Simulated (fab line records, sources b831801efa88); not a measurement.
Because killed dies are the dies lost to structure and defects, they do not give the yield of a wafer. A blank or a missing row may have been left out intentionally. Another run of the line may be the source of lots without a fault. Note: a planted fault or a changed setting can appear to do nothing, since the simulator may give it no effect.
Comparing a struck lot with a sound one	flow sky130	32 out of 708 route steps
Sound: the wafers L579.1, L579.3, L579.6. Struck: wafer L584.6 (left out: L584.1, L584.5 of the same lot, which were not struck); the cause appears at the end.
Each step with rows lists, per side, the tool, then ch with its chambers, then its first start. Under that, the readings that differ: sound wafers	struck wafers	difference of the means	sigmas: that difference in standard deviations of wafers without a fault.
alike: a reading whose means differ by less than 2 such deviations, as well as words and numbers matching on both sides. not compared: withheld readings; readings where some wafer has no value; bounds like >300 that might hide an equal value; numbers whose values overlap and for which the record gives no deviation.
Wherever a step has rows on one side only, a row that says differs or no value, or a row with sigmas, the two part there. When numbers do not overlap yet have no deviation, they are printed without sigmas and do not part them. Lack of a reading on every wafer of one side parts them only where that side has two or more wafers.

first, 5 steps without rows for these wafers: SKY_VIA1_ETCH_15 (etches SiO2 in C4F8/O2/Ar, stops on TiN, target depth 351 nm, time 54 s); SKY_VIA1_STRIP_16 (strips in O2/N2); SKY_VIA1_STRIP_17 (strips in post etch residue remover, time 1200 s); SKY_VIA1_CLEAN_18 (cleans in IPA, time 180 s); SKY_VIA1_CLEAN_19 (cleans in O3/DIW).
SKY_VIA1_SPUTTER_20: material TiN, target thk 20 nm, time 80 s.
  sound: pvd-sputter-03 at day 35 07:31; struck: pvd-sputter-01 at day 36 04:07
  alike: throttle-valve-pct
then, 1 step without rows for these wafers: SKY_VIA1_CVD_21 (deposits W, target thk 270 nm, time 80.902 s).
SKY_VIA1_RS_MEAS_22: a four-point-probe measurement.
  sound: film-metro-02 at day 35 07:41; struck: film-metro-01 at day 36 04:16
  alike: VIA1_W_RS
SKY_VIA1_THK_MEAS_23: measures by xrf.
  sound: film-metro-02 at day 35 07:48; struck: film-metro-01 at day 36 04:23
  alike: VIA1_W_THK
then, 1 step without rows for these wafers: SKY_VIA1_CMP_24 (polishes, stops on SiO2, t overpolish 15 s, target thk 0 nm).
SKY_METAL2_SPUTTER_00: material Ti, target thk 15 nm, time 10 s.
  sound: pvd-sputter-01 at day 35 08:10; struck: pvd-sputter-04 at day 36 04:44
  alike: throttle-valve-pct
SKY_METAL2_SPUTTER_01: material TiN, target thk 20 nm, time 16.7 s.
  sound: pvd-sputter-01 at day 35 08:11; struck: pvd-sputter-04 at day 36 04:46
  alike: throttle-valve-pct
SKY_METAL2_SPUTTER_02: material AlCu, target thk 250 nm, time 13.3 s.
  sound: pvd-sputter-01 at day 35 08:13; struck: pvd-sputter-04 at day 36 04:47
reading	sound	struck	difference	sigmas
model.AlCu_of_METAL2_SPUTTER_02.thk-nm (nm)	250.5 253.1 252.2	260.1	+8.2	
  alike: throttle-valve-pct
then, 1 step without rows for these wafers: SKY_METAL2_SPUTTER_03 (material Ti, target thk 5 nm, time 3.3 s).
SKY_METAL2_SPUTTER_04: material TiN, target thk 70 nm, time 58.3 s.
  sound: pvd-sputter-01 at day 35 08:15; struck: pvd-sputter-04 at day 36 04:50
  alike: throttle-valve-pct
SKY_METAL2_RS_MEAS_05: a four-point-probe measurement.
  sound: film-metro-04 at day 35 08:18; struck: film-metro-04 at day 36 04:54
reading	sound	struck	difference	sigmas
METAL2_ALCU_RS (ohm/sq)	0.1266 0.1253 0.1256	0.1215	-0.0043	-3
SKY_METAL2_THK_MEAS_06: measures by xrf.
  sound: film-metro-04 at day 35 08:25; struck: film-metro-04 at day 36 05:01
reading	sound	struck	difference	sigmas
METAL2_ALCU_THK (nm)	245 245 246	255	+10	+3
then, 8 steps without rows for these wafers: SKY_METAL2_DEHYDRATE_07 (time 60 s); SKY_METAL2_HMDS_08 (prime time 60 s); SKY_METAL2_COAT_09 (resist thk 60 nm); SKY_METAL2_COAT_10 (resist thk 450 nm); SKY_METAL2_SOFTBAKE_11 (time 90 s); SKY_METAL2_EXPOSE_12 (exposes mask MM2, target cd 140 nm); SKY_METAL2_PEB_13; SKY_METAL2_DEVELOP_14 (develop time 58.95 s).
SKY_METAL2_CD_MEAS_15 targets a cd of 140 nm.
  sound: cd-sem-01 at day 36 10:30; struck: cd-sem-02 at day 37 06:51
reading	sound	struck	difference	sigmas
cd-nm (nm)	135.7 137.3 136.0	140.7	+4.4	+3
SKY_METAL2_OVL_MEAS_16:
  sound: overlay-01 at day 36 10:37; struck: overlay-01 at day 37 06:58
  alike: METAL2_OVL
then, 2 steps without rows for these wafers: SKY_METAL2_DESCUM_17 (chemistry O2, time 8 s); SKY_METAL2_ETCH_18 (etches BARC in N2/H2, stops on SiO2, time 45.9 s, target depth 60 nm).
SKY_METAL2_METAL_ETCH_19: etches the open film in Cl2/BCl3, stops on SiO2, target depth 360 nm, time 78 s.
  sound on rie-metal-04 ch 0,1, day 36 10:45; struck on rie-metal-04 ch 0, day 37 07:08
reading	sound	struck	difference	sigmas
oes-product-au (a.u.)	0.858 0.856 0.855	0.845	-0.011	-2
throttle-valve-pct (%)	22.260 22.259 22.275	22.284	+0.019	+2
model.etch.depth-nm (nm)	360.7 364.1 362.6	353.4	-9.1	
model.METAL2.feature-depth-nm (nm)	360.7 364.1 362.6	353.4	-9.1	
  alike: drypump-motor-current-A
  not compared: rf-hours-counter-h
SKY_METAL2_STRIP_20: strips in O2/N2.
  sound on plasma-asher-03 ch 0, day 36 10:50; struck on plasma-asher-01 ch 0, day 37 07:15
  alike: drypump-motor-current-A, oes-product-au, strip-time-to-endpoint-s
  not compared: rf-hours-counter-h
-- the record jumps here: 10 days lie between the struck wafers' starts before and after (it left off in module METAL2 and takes up again in module PAD_OPEN, whose first step shown is number 708 of the route) --
SKY_PAD_OPEN_PROBE_99:
  sound: prober-02 at day 46 18:43; struck: prober-02 at day 47 13:09
reading	sound	struck	difference	sigmas
killed-at-front-end	23 17 20	7	-13	-3
model.etest.met2.rs-ohm-sq	0.1284 0.1271 0.1279	0.1213	-0.0065	
  alike: defect-limited-yield, killed_at_M0_to_M3, killed_at_M4_up, killed-at-contacts, killed-at-other, killed-dies, killed-open, killed-short, sort_bin_3_pad_short, sort_bin_5_function, sort_bin_6_memory, sort-n-pass, sort-yield-pct

## WHERE THEY PART
Earliest at SKY_METAL2_RS_MEAS_05; latest, in this record, at SKY_PAD_OPEN_PROBE_99.

WHY: the cause the simulator had injected
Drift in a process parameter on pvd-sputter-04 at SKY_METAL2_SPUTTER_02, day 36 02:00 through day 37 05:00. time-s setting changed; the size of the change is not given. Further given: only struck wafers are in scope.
